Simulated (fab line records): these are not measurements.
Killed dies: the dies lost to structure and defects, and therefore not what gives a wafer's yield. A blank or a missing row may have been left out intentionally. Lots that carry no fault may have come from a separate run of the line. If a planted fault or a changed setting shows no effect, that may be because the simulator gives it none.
What tool caused it? :: flow gf180mcu :: route of 602 steps, sampled at 1 step: 24 lots, 72 wafers

WHAT THE GAUGES SHOWED, per wafer
GF_POLY_GATE_THK_MEAS_01. Usual: for POLY_GATE_CVD_00_THK the level is 200.4 nm and the standard deviation is 2.
lot: L074
measured: day 8 06:55
on: film metro-02
POLY_GATE_CVD_00_THK (nm): 201.2 199.4 199.0
flag: 

lot: L075
measured: day 8 14:23
on: film metro-03
POLY_GATE_CVD_00_THK (nm): 198.2 199.5 197.1
flag: 

lot: L076
measured: day 8 19:42
on: film metro-02
POLY_GATE_CVD_00_THK (nm): 199.9 202.9 201.2
flag: 

lot: L078
measured: day 9 17:53
on: film metro-02
POLY_GATE_CVD_00_THK (nm): 199.3 199.3 199.6
flag: 

lot: L077
measured: day 9 17:55
on: film metro-03
POLY_GATE_CVD_00_THK (nm): 197.8 196.1 195.6
flag: 

lot: L079
measured: day 10 08:05
on: film metro-01
POLY_GATE_CVD_00_THK (nm): 201.1 202.0 202.3
flag: 

lot: L080
measured: day 10 18:24
on: film metro-03
POLY_GATE_CVD_00_THK (nm): 200.6 201.4 200.9
flag: 

lot: L081
measured: day 11 03:48
on: film metro-02
POLY_GATE_CVD_00_THK (nm): 202.3 202.8 201.7
flag: 

lot: L082
measured: day 11 03:49
on: film metro-01
POLY_GATE_CVD_00_THK (nm): 199.6 198.2 196.7
flag: 

lot: L083
measured: day 11 13:11
on: film metro-02
POLY_GATE_CVD_00_THK (nm): 200.6 201.6 203.9
flag: 

lot: L084
measured: day 11 19:25
on: film metro-03
POLY_GATE_CVD_00_THK (nm): 199.4 200.6 199.2
flag: 

lot: L085
measured: day 11 20:28
on: film metro-03
POLY_GATE_CVD_00_THK (nm): 198.3 198.5 201.0
flag: 

lot: L086
measured: day 12 03:56
on: film metro-01
POLY_GATE_CVD_00_THK (nm): 203.8 203.8 204.5
flag: 

lot: L087
measured: day 12 06:02
on: film metro-01
POLY_GATE_CVD_00_THK (nm): 201.3 200.5 201.8
flag: 

lot: L088
measured: day 12 14:08
on: film metro-03
POLY_GATE_CVD_00_THK (nm): 201.0 199.7 200.7
flag: 

lot: L089
measured: day 12 23:55
on: film metro-03
POLY_GATE_CVD_00_THK (nm): 197.6 199.4 199.9
flag: 

lot: L090
measured: day 13 07:26
on: film metro-02
POLY_GATE_CVD_00_THK (nm): 201.4 200.2 198.2
flag: 

lot: L091
measured: day 13 09:44
on: film metro-01
POLY_GATE_CVD_00_THK (nm): 201.6 201.3 201.2
flag: 

lot: L092
measured: day 13 18:47
on: film metro-03
POLY_GATE_CVD_00_THK (nm): 201.9 202.9 201.5
flag: 

lot: L093
measured: day 13 23:53
on: film metro-02
POLY_GATE_CVD_00_THK (nm): 203.1 201.5 200.7
flag: 

lot: L094
measured: day 14 03:58
on: film metro-02
POLY_GATE_CVD_00_THK (nm): 204.2 204.3 204.7
flag: 

lot: L095
measured: day 14 12:48
on: film metro-03
POLY_GATE_CVD_00_THK (nm): 201.7 199.2 198.5
flag: 

lot: L096
measured: day 14 19:56
on: film metro-03
POLY_GATE_CVD_00_THK (nm): 195.6 196.9 197.9
flag: 

lot: L097
measured: day 15 04:36
on: film metro-02
POLY_GATE_CVD_00_THK (nm): 199.7 199.1 199.0
flag: 

TOOL THAT RAN EACH LOT (tool first, then ch and the chambers of the sampled wafers, then the start)
Record: no process step prior to these readings.

WHAT THE TOOLS THEMSELVES READ (means of the sampled wafers that have a number; where no wafer has one, the mark that the record gives instead)
The record holds no such reading with a usual standard deviation.

THE ANSWER, worked out from the rows above alone
Rule: a lot counts as off when the mean over its wafers that have a number is more than 3 standard deviations away from the usual mean. Also off: a lot with no number at a reading for which 4 or more lots have one. All remaining lots with rows at the step are treated as sound. Order of review: gauges by route order, followed by the tools' own readings, for which a lot's mean as printed above is used. The first step at which some lot is off is used, and at that step the reading that is off furthest; a lot without a number counts as furthest.
Nothing can be told from this: no lot is off at any reading shown.

WHAT THE SIMULATOR PUT IN
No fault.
